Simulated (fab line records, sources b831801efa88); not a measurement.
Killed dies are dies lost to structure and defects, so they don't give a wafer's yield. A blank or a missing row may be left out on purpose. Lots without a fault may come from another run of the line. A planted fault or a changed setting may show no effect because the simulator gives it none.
One fault seen from 2 desks | flow sky130 | each desk has only its own numbers; what lay behind them comes last

THE TOOL OWNER'S DESK: cmp-01
The tool's own readings at SKY_LI_CONTACT_CMP_24 (polishes, stops on PSG, t overpolish 20 s, target thk 0 nm): means of the sampled wafers that have a number, for each lot that ran on this tool. A lot is out of limits, marked OUT, if its mean lies more than 4 standard deviations from the usual mean; the brackets give that distance.
Columns: A = motor_current_A at SKY_LI_CONTACT_CMP_24, usual 11.2 A; B = overpolish_run_s at SKY_LI_CONTACT_CMP_24, usual 20.000 s; C = time_to_endpoint_s at SKY_LI_CONTACT_CMP_24, usual 99 s
lot  | first seen here | A    | B                        | C
L471 | day 28 14:03    | 11.6 | 20.003                   | 100
L472 | day 28 22:47    | 10.8 | 20.002                   | 98
L475 | day 30 04:16    | 11.7 | 22.377 (+99 or more) OUT | 101
L476 | day 30 11:33    | 11.4 | 22.384 (+99 or more) OUT | 96
L487 | day 34 15:47    | 11.2 | 20.004                   | 94
L491 | day 35 17:23    | 11.6 | 20.006                   | 100
L494 | day 36 08:27    | 11.8 | 20.005                   | 96
This desk's finding: out of limits on L475, L476; first on L475, day 30 04:16 (overpolish_run_s at SKY_LI_CONTACT_CMP_24). In limits: L471, L472, L487, L491, L494.

THE METROLOGY DESK
What the gauges read, lot by lot, whatever tool the lot ran on: means of the sampled wafers that have a number. A lot is out of limits, marked OUT, if its mean lies more than 4 standard deviations from the usual mean; the brackets give that distance.
Columns: A = INCOMING_BOW at SKY_FIELD_ISO_BOW_MEAS_00, usual 0 um; B = FIELD_ISO_OXIDATION_00_THK at SKY_FIELD_ISO_THK_MEAS_02, usual 12.09 nm; C = FIELD_ISO_CVD_03_THK at SKY_FIELD_ISO_THK_MEAS_04, usual 164.4 nm
lot  | first seen here | A  | B     | C
L471 | day 1 10:04     | 3  | 12.20 | 164.7
L472 | day 1 15:02     | 6  | 12.33 | 163.8
L475 | day 2 06:01     | -4 | 12.12 | 164.5
L476 | day 2 11:00     | 3  | 12.02 | 165.3
L484 | day 4 03:04     | -8 | 12.12 | 163.3
L486 | day 4 13:00     | -1 | 12.33 | 162.7
L487 | day 4 18:02     | -2 | 12.20 | 164.6
L488 | day 4 23:00     | 1  | 12.12 | 164.3
L489 | day 5 04:01     | 7  | 12.10 | 163.7
L490 | day 5 09:02     | -5 | 12.37 | 167.7
L491 | day 5 14:00     | 3  | 12.23 | 167.0
L492 | day 5 19:00     | 1  | 12.05 | 164.7
L493 | day 6 00:01     | -6 | 11.73 | 164.4
L494 | day 6 05:00     | -3 | 12.22 | 167.4
This desk's finding: nothing out of limits on any of the 14 lots.

PUT TOGETHER
The tool owner's desk could have raised an alarm at day 30 04:16, on L475, L476.
The metrology desk saw nothing out of limits.
The metrology desk has L475, L476 on record, within its limits.
Of the lots named, all ran SKY_LI_CONTACT_CMP_24 on cmp-01.

WHAT THE SIMULATOR HAD PUT IN
Process parameter drift: cmp-01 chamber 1, from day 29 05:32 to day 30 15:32, at SKY_LI_CONTACT_CMP_24. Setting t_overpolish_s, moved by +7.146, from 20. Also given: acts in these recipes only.
Lots struck among those shown: L475, L476.
Hours from the fault's start to each desk's first reading out of limits: the tool owner's desk, 23.
